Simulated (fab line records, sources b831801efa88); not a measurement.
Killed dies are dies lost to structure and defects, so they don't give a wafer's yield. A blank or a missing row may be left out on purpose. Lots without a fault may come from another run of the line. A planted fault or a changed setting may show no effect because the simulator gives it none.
Which tool did it? | flow gf180mcu | 12 lots, 36 wafers sampled, at 2 steps of a route of 602

WHAT THE GAUGES READ, wafer by wafer
GF_V5_OVL_MEAS_15.
lot  | measured     | on         | V5_OVL (nm)
L667 | day 28 03:11 | overlay-01 | -7 -9 -10
L668 | day 28 11:27 | overlay-01 | -3 -2 -8
L669 | day 29 07:12 | overlay-02 | 4 7 1
L671 | day 29 14:02 | overlay-02 | 3 1 1
L674 | day 30 12:15 | overlay-01 | -4 -2 5
L675 | day 30 19:42 | overlay-02 | -3 -5 0
L676 | day 31 02:14 | overlay-02 | 10 3 3
L680 | day 32 08:24 | overlay-01 | -4 -4 -5
L681 | day 32 13:04 | overlay-01 | 3 -7 5
L682 | day 32 17:50 | overlay-02 | 6 -5 0
L684 | day 32 21:05 | overlay-02 | 8 6 8
L686 | day 33 14:14 | overlay-01 | -4 -1 4

WHICH TOOL RAN EACH LOT (tool, then ch and the chambers of the sampled wafers, then the start)
lot  | GF_V5_CMP_04
L667 | cmp-01 ch 0,2,3, day 27 06:59
L668 | cmp-02 ch 0,2,3, day 27 15:13
L669 | cmp-02 ch 2,3, day 28 11:46
L671 | cmp-01 ch 0,2,3, day 28 18:11
L674 | cmp-01 ch 1,2, day 29 17:50
L675 | cmp-02 ch 0,1,3, day 30 00:48
L676 | cmp-01 ch 0,1,2, day 30 07:37
L680 | cmp-02 ch 0,1,3, day 31 15:08
L681 | cmp-02 ch 0,2,3, day 31 20:08
L682 | cmp-01 ch 1,3, day 32 00:41
L684 | cmp-01 ch 2,3, day 32 04:17
L686 | cmp-01 ch 0,1,3, day 32 21:31
- GF_V5_CMP_04: polishes SiO2.

WHAT THE TOOLS THEMSELVES READ (means of the sampled wafers that have a number; where no wafer has one, the mark that the record gives instead)
GF_V5_CMP_04.
lot  | tool   | head_pressure_psi (psi) | motor_current_A (A)
L667 | cmp-01 | 4.004                   | 12.1
L668 | cmp-02 | 3.999                   | 13.0
L669 | cmp-02 | 4.002                   | 11.7
L671 | cmp-01 | 3.997                   | 11.8
L674 | cmp-01 | 4.005                   | 12.1
L675 | cmp-02 | 3.999                   | 12.3
L676 | cmp-01 | 4.000                   | 11.8
L680 | cmp-02 | 4.003                   | 12.3
L681 | cmp-02 | 3.995                   | 12.5
L682 | cmp-01 | 4.003                   | 13.3
L684 | cmp-01 | 4.006                   | 13.0
L686 | cmp-01 | 3.995                   | 12.1

THE ANSWER, worked out from the rows above alone
Rule: what is usual is taken from the lots themselves. Put in order of their means at a reading, lots are off if they are a third of the lots or fewer, leave a main group of 4 or more, and stand apart from it by a gap of 3 or more times the standard deviation of the main group's means; of several such gaps the widest counts. A main group whose means are all the same, to the digits that the tables above print for the reading, isn't used. A lot without any number at a reading at which 4 lots or more have one is off too. The other lots that the step has rows for count as sound. The gauges are gone through in route order, then the tools' own readings, and for those a lot's mean is taken as printed above. The first step at which some lot is off is used, and at that step the reading that is off furthest; a lot without a number counts as furthest.
No lot is off at any reading shown: from this, nothing can be told.

WHAT THE SIMULATOR HAD PUT IN
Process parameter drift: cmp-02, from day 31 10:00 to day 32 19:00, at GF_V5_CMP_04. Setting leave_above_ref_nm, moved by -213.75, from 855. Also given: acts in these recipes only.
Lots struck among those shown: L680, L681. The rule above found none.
